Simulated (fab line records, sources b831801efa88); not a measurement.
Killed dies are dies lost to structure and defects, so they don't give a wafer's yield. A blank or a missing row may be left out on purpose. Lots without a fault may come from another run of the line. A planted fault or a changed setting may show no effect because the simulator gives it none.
Which tool did it? | flow gf180mcu | 12 lots, 36 wafers sampled, at 5 steps of a route of 602

WHAT THE GAUGES READ, wafer by wafer
GF_V3_THK_MEAS_01. Usual: V3_CVD_00_THK 602 nm, standard deviation 8.6.
lot  | measured     | on            | V3_CVD_00_THK (nm) | flag
L465 | day 21 17:29 | film_metro-01 | 608 591 596        |
L467 | day 22 18:19 | film_metro-04 | 611 605 618        |
L470 | day 23 14:07 | film_metro-02 | 595 583 598        |
L471 | day 24 00:05 | film_metro-04 | 610 600 583        |
L472 | day 24 08:53 | film_metro-04 | 595 586 603        |
L474 | day 25 01:17 | film_metro-04 | 597 608 616        |
L476 | day 25 18:19 | film_metro-02 | 477 606 597        | OFF
L477 | day 25 19:59 | film_metro-04 | 616 588 612        |
L484 | day 27 22:46 | film_metro-02 | 612 610 613        |
L485 | day 28 04:00 | film_metro-02 | 606 607 607        |
L486 | day 28 11:12 | film_metro-04 | 611 611 595        |
L487 | day 28 21:50 | film_metro-02 | 608 606 609        |

WHICH TOOL RAN EACH LOT (tool, then ch and the chambers of the sampled wafers, then the start)
lot  | GF_V2_ETCH_16                      | GF_V2_SPUTTER_22             | GF_M3_SPUTTER_02             | GF_V3_CVD_00
L465 | rie_diel-01 ch 0,1, day 20 14:34   | pvd_sputter-01, day 20 15:18 | pvd_sputter-02, day 20 16:04 | hdpcvd-02 ch 0,2, day 21 17:24
L467 | rie_diel-01 ch 0,1, day 21 16:31   | pvd_sputter-01, day 21 17:16 | pvd_sputter-02, day 21 18:02 | hdpcvd-02 ch 0,1, day 22 18:13
L470 | rie_diel-01 ch 0,1,2, day 22 12:49 | pvd_sputter-03, day 22 13:33 | pvd_sputter-01, day 22 14:19 | hdpcvd-02 ch 0,1,2, day 23 14:01
L471 | rie_diel-02 ch 0,1,2, day 22 23:03 | pvd_sputter-01, day 22 23:49 | pvd_sputter-02, day 23 00:34 | hdpcvd-02 ch 0,1,2, day 24 00:01
L472 | rie_diel-03 ch 1,3, day 23 08:14   | pvd_sputter-04, day 23 08:58 | pvd_sputter-01, day 23 09:43 | hdpcvd-02 ch 1,2, day 24 08:49
L474 | rie_diel-01 ch 2,3, day 24 00:51   | pvd_sputter-04, day 24 01:37 | pvd_sputter-02, day 24 02:22 | hdpcvd-01 ch 1,2, day 25 01:13
L476 | rie_diel-02 ch 0,1, day 24 18:00   | pvd_sputter-03, day 24 18:44 | pvd_sputter-01, day 24 19:37 | hdpcvd-01 ch 0,1,2, day 25 18:14
L477 | rie_diel-03 ch 0,2, day 24 20:35   | pvd_sputter-03, day 24 21:19 | pvd_sputter-02, day 24 22:04 | hdpcvd-02 ch 0,2, day 25 19:52
L484 | rie_diel-02 ch 1,2,3, day 27 00:15 | pvd_sputter-03, day 27 01:01 | pvd_sputter-04, day 27 01:47 | hdpcvd-02 ch 0,1,2, day 27 22:40
L485 | rie_diel-03 ch 0,1,3, day 27 05:20 | pvd_sputter-03, day 27 06:06 | pvd_sputter-04, day 27 06:53 | hdpcvd-02 ch 0,1, day 28 03:55
L486 | rie_diel-02 ch 0,3, day 27 13:03   | pvd_sputter-01, day 27 13:46 | pvd_sputter-04, day 27 14:32 | hdpcvd-02 ch 0,1,2, day 28 11:07
L487 | rie_diel-03 ch 0,1,3, day 27 23:50 | pvd_sputter-04, day 28 00:34 | pvd_sputter-01, day 28 01:23 | hdpcvd-01 ch 0,1,2, day 28 21:46
- GF_V2_ETCH_16: etches BARC in N2/H2.
- GF_V2_SPUTTER_22: material TiN, target thk 10 nm, time 40 s.
- GF_M3_SPUTTER_02: material AlCu, target thk 450 nm, time 23.9 s.
- GF_V3_CVD_00: deposits SiO2, target thk 600 nm, time 100 s.

WHAT THE TOOLS THEMSELVES READ (means of the sampled wafers that have a number; where no wafer has one, the mark that the record gives instead)
GF_V2_ETCH_16. Usual: drypump_motor_current_A 5.9 A, standard deviation 0.37; oes_product_au 0.855 a.u., standard deviation 0.0044; throttle_valve_pct 13.226 %, standard deviation 0.0094.
lot  | tool        | drypump_motor_current_A (A) | oes_product_au (a.u.) | throttle_valve_pct (%) | flag
L465 | rie_diel-01 | 5.9                         | 0.859                 | 13.222                 |
L467 | rie_diel-01 | 5.9                         | 0.859                 | 13.223                 |
L470 | rie_diel-01 | 5.8                         | 0.856                 | 13.233                 |
L471 | rie_diel-02 | 6.1                         | 0.857                 | 13.229                 |
L472 | rie_diel-03 | 6.0                         | 0.855                 | 13.220                 |
L474 | rie_diel-01 | 5.7                         | 0.852                 | 13.230                 |
L476 | rie_diel-02 | 6.2                         | 0.856                 | 13.224                 |
L477 | rie_diel-03 | 6.3                         | 0.860                 | 13.226                 |
L484 | rie_diel-02 | 5.9                         | 0.854                 | 13.224                 |
L485 | rie_diel-03 | 5.9                         | 0.855                 | 13.218                 |
L486 | rie_diel-02 | 5.9                         | 0.854                 | 13.231                 |
L487 | rie_diel-03 | 5.9                         | 0.856                 | 13.221                 |

GF_V2_SPUTTER_22. Usual: throttle_valve_pct 29.8 %, standard deviation 0.99.
lot  | tool           | throttle_valve_pct (%) | flag
L465 | pvd_sputter-01 | 29.4                   |
L467 | pvd_sputter-01 | 30.4                   |
L470 | pvd_sputter-03 | 29.5                   |
L471 | pvd_sputter-01 | 29.2                   |
L472 | pvd_sputter-04 | 30.6                   |
L474 | pvd_sputter-04 | 29.5                   |
L476 | pvd_sputter-03 | 30.9                   |
L477 | pvd_sputter-03 | 30.0                   |
L484 | pvd_sputter-03 | 30.3                   |
L485 | pvd_sputter-03 | 30.9                   |
L486 | pvd_sputter-01 | 29.7                   |
L487 | pvd_sputter-04 | 29.6                   |

GF_M3_SPUTTER_02. Usual: throttle_valve_pct 30.1 %, standard deviation 1.2.
lot  | tool           | throttle_valve_pct (%) | flag
L465 | pvd_sputter-02 | 31.0                   |
L467 | pvd_sputter-02 | 31.3                   |
L470 | pvd_sputter-01 | 29.1                   |
L471 | pvd_sputter-02 | 31.7                   |
L472 | pvd_sputter-01 | 30.0                   |
L474 | pvd_sputter-02 | 31.5                   |
L476 | pvd_sputter-01 | 29.5                   |
L477 | pvd_sputter-02 | 31.4                   |
L484 | pvd_sputter-04 | 30.2                   |
L485 | pvd_sputter-04 | 29.7                   |
L486 | pvd_sputter-04 | 29.8                   |
L487 | pvd_sputter-01 | 29.6                   |

GF_V3_CVD_00. Usual: sih4_flow_sccm 59.96 sccm, standard deviation 0.17.
lot  | tool      | sih4_flow_sccm (sccm) | flag
L465 | hdpcvd-02 | 60.04                 |
L467 | hdpcvd-02 | 59.97                 |
L470 | hdpcvd-02 | 59.96                 |
L471 | hdpcvd-02 | 59.92                 |
L472 | hdpcvd-02 | 59.86                 |
L474 | hdpcvd-01 | 59.79                 |
L476 | hdpcvd-01 | 55.95                 | OFF
L477 | hdpcvd-02 | 59.85                 |
L484 | hdpcvd-02 | 59.95                 |
L485 | hdpcvd-02 | 59.77                 |
L486 | hdpcvd-02 | 59.97                 |
L487 | hdpcvd-01 | 60.03                 |

THE ANSWER, worked out from the rows above alone
Rule: a lot is off if the mean of its wafers that have a number lies more than 3 standard deviations from the usual mean. A lot without any number at a reading at which 4 lots or more have one is off too. The other lots that the step has rows for count as sound. The gauges are gone through in route order, then the tools' own readings, and for those a lot's mean is taken as printed above. The first step at which some lot is off is used, and at that step the reading that is off furthest; a lot without a number counts as furthest.
Off: L476, at GF_V3_THK_MEAS_01 (V3_CVD_00_THK).
A tool fits if, at a process step before that reading, it ran every lot that is off, and no sound lot after the first of them. The gauges at GF_V3_THK_MEAS_01 aren't tried: what is off there is off at GF_V3_CVD_00 too, on other tools, and a gauge's error can't cause that. None of those tried fits.

WHAT THE SIMULATOR HAD PUT IN
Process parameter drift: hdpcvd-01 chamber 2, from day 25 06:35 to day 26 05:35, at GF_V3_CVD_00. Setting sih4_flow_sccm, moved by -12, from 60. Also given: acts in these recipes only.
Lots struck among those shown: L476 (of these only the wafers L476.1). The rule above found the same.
